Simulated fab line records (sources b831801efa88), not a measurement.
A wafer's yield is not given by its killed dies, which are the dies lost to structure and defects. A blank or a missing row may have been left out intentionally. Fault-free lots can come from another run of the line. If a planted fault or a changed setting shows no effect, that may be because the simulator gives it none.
A lot that was struck, set against a sound lot -- flow sky130 -- 21 steps out of a route of 708
Sound: these wafers, L262.1, L262.5, L262.6. Struck: wafers L274.1, L274.4, L274.6. The cause comes at the end.
Each step with rows lists, per side, the tool, then ch with its chambers, then its first start. Under that, the readings that differ: sound wafers -- struck wafers -- difference of the means -- sigmas: that difference in standard deviations of wafers without a fault.
alike: readings with means less than 2 such deviations apart, plus words and numbers identical on both sides. not compared: withheld readings, readings lacking a value on some wafer, bounds such as >300 that could conceal the same value, and numbers that have no deviation in the record and whose values overlap.
A row with sigmas, a row that says differs or no value, or rows on one side alone: a step with any of these is where the two part. Numbers that have no deviation but don't overlap get no sigmas and don't part them. A reading that every wafer of one side lacks parts them only if that side has two wafers or more.

SKY_PASSIVATION_THK_MEAS_03:
  sound on film metro-04 at day 43 10:58; struck on film metro-04 at day 47 01:20
  alike: PASSIVATION_CVD_02_THK
then, 7 steps without rows for these wafers: SKY_PASSIVATION_DEHYDRATE_04 (time 60 s); SKY_PASSIVATION_HMDS_05 (prime time 60 s); SKY_PASSIVATION_COAT_06 (resist thk 3000 nm); SKY_PASSIVATION_SOFTBAKE_07; SKY_PASSIVATION_EXPOSE_08 (exposes mask NSM, target cd 3000 nm); SKY_PASSIVATION_PEB_09; SKY_PASSIVATION_DEVELOP_10 (develop time 60 s).
SKY_PASSIVATION_ETCH_11: etches the open film in CF4/O2, stops on AlCu, target depth 725 nm, time 161.1 s.
  sound on rie diel-04 ch 0,1, day 44 09:52; struck on rie diel-02 ch 0,2,3, day 47 20:31
  alike: drypump motor current A, oes product au, throttle valve pct
  not compared: rf hours counter h
SKY_PASSIVATION_STRIP_12: strips in O2/N2.
  sound on plasma asher-02 ch 0,1, day 44 09:58; struck on plasma asher-02 ch 0,1, day 47 20:38
  alike: drypump motor current A, oes product au, strip time to endpoint s
  not compared: rf hours counter h
then, 2 steps without rows for these wafers: SKY_PAD_OPEN_DEHYDRATE_00 (time 60 s); SKY_PAD_OPEN_HMDS_01 (prime time 60 s).
SKY_PAD_OPEN_COAT_02: resist thk 3000 nm.
  sound on litho track-01 ch 0, day 44 20:04; struck on litho track-02 ch 0, day 48 05:46
reading,sound,struck,difference,sigmas
chill plate temp C (C),22.90 22.90 22.85,23.11 23.09 23.09,+0.21,+2
spin speed rpm (rpm),2000.7 2000.2 2001.3,2048.5 2045.3 2046.1,+45.9,+35
model.coat_of_PAD_OPEN_COAT_02.thk nm (nm),2997 2994 2991,2968 2967 2967,-27,
then, 3 steps without rows for these wafers: SKY_PAD_OPEN_SOFTBAKE_03; SKY_PAD_OPEN_EXPOSE_04 (exposes mask PDM, target cd 60000 nm); SKY_PAD_OPEN_PEB_05.
SKY_PAD_OPEN_DEVELOP_06: develop time 60 s.
  sound on litho track-02 ch 0; struck on litho track-02 ch 0
reading,sound,struck,difference,sigmas
model.coat_of_PAD_OPEN_COAT_02.thk nm (nm),2996 2993 2990,2967 2965 2966,-27,
  alike: chill plate temp C
SKY_PAD_OPEN_ETCH_07: etches the open film in CF4/O2, stops on AlCu, target depth 725 nm, time 161.1 s.
  sound on rie diel-02 ch 0,3, day 45 07:40; struck on rie diel-01 ch 1,2, day 48 15:16
  alike: drypump motor current A, oes product au, throttle valve pct
  not compared: rf hours counter h
SKY_PAD_OPEN_STRIP_08: strips in O2/N2.
  sound on plasma asher-01 ch 0,1, day 45 07:46; struck on plasma asher-01 ch 0,1, day 48 15:22
reading,sound,struck,difference,sigmas
strip time to endpoint s (s),37.03 37.00 36.96,36.67 36.66 36.67,-0.33,-3
  alike: drypump motor current A, oes product au
  not compared: rf hours counter h
then, 2 steps without rows for these wafers: SKY_PAD_OPEN_STRIP_09 (strips in post etch residue remover, time 1244 s); SKY_PAD_OPEN_PROBE_99.

WHERE THEY PART
Last at SKY_PAD_OPEN_STRIP_08 as far as this record goes, first at SKY_PAD_OPEN_COAT_02.

WHY: what the simulator had put in
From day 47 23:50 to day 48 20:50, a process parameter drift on litho track-02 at SKY_PAD_OPEN_COAT_02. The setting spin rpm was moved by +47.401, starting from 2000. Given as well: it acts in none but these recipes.
